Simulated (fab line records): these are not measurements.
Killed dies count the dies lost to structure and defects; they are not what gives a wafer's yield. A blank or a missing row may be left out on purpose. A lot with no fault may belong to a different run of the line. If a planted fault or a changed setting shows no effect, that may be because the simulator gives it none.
Which tool did it? | flow sky130 | 6 lots, 18 wafers sampled, at 2 steps of a route of 708

== WHAT THE GAUGES SHOWED, per wafer ==
SKY_NWELL_OVL_MEAS_23.
lot  | measured     | on         | NWELL_01_OVL (nm)
L848 | day 5 17:32  | overlay-02 | 0.1 2.0 0.4
L850 | day 6 02:53  | overlay-01 | -0.5 -0.1 0.6
L852 | day 6 13:03  | overlay-02 | - - -
L861 | day 8 17:16  | overlay-01 | -1.8 -1.5 -0.9
L865 | day 9 22:34  | overlay-01 | 0.9 0.1 0.4
L868 | day 10 15:29 | overlay-02 | -2.0 -0.6 -1.0

== WHAT TOOL EACH LOT RAN ON (gives the tool, then ch and the chambers of the sampled wafers, and finally the start) ==
lot  | SKY_NWELL_EXPOSE_20
L848 | ilineStepper-02 ch 0, day 5 08:42
L850 | ilineStepper-01 ch 0, day 5 18:19
L852 | ilineStepper-02 ch 0, day 6 04:07
L861 | ilineStepper-02 ch 0, day 8 07:16
L865 | ilineStepper-02 ch 0, day 9 11:59
L868 | ilineStepper-01 ch 0, day 10 04:17
- SKY_NWELL_EXPOSE_20: exposes mask NWM COMPLEMENT, target cd 840 nm.

== THE ANSWER, worked out from the rows above alone ==
Rule: the usual values come from the lots themselves. Put in order of their means at a reading, lots are off if they are a third of the lots or fewer, leave a main group of 4 or more, and stand apart from it by a gap of 3 or more times the standard deviation of the main group's means; of several such gaps the widest counts. If all means in a main group match to the digits the tables above print for the reading, that group is not used. Also off: a lot with no number at a reading for which 4 or more lots have one. All remaining lots with rows at the step are treated as sound.
Off: L852, at SKY_NWELL_OVL_MEAS_23 (NWELL_01_OVL). Without a number there: L852. The main group: mean -0.3 nm, standard deviation 0.89.
A tool fits if, at a process step before that reading, it ran every lot that is off, and no sound lot after the first of them. Gauges at SKY_NWELL_OVL_MEAS_23: tried the same way as those tools. Not one of the candidates tried fits.

== WHAT THE SIMULATOR HAD PUT IN ==
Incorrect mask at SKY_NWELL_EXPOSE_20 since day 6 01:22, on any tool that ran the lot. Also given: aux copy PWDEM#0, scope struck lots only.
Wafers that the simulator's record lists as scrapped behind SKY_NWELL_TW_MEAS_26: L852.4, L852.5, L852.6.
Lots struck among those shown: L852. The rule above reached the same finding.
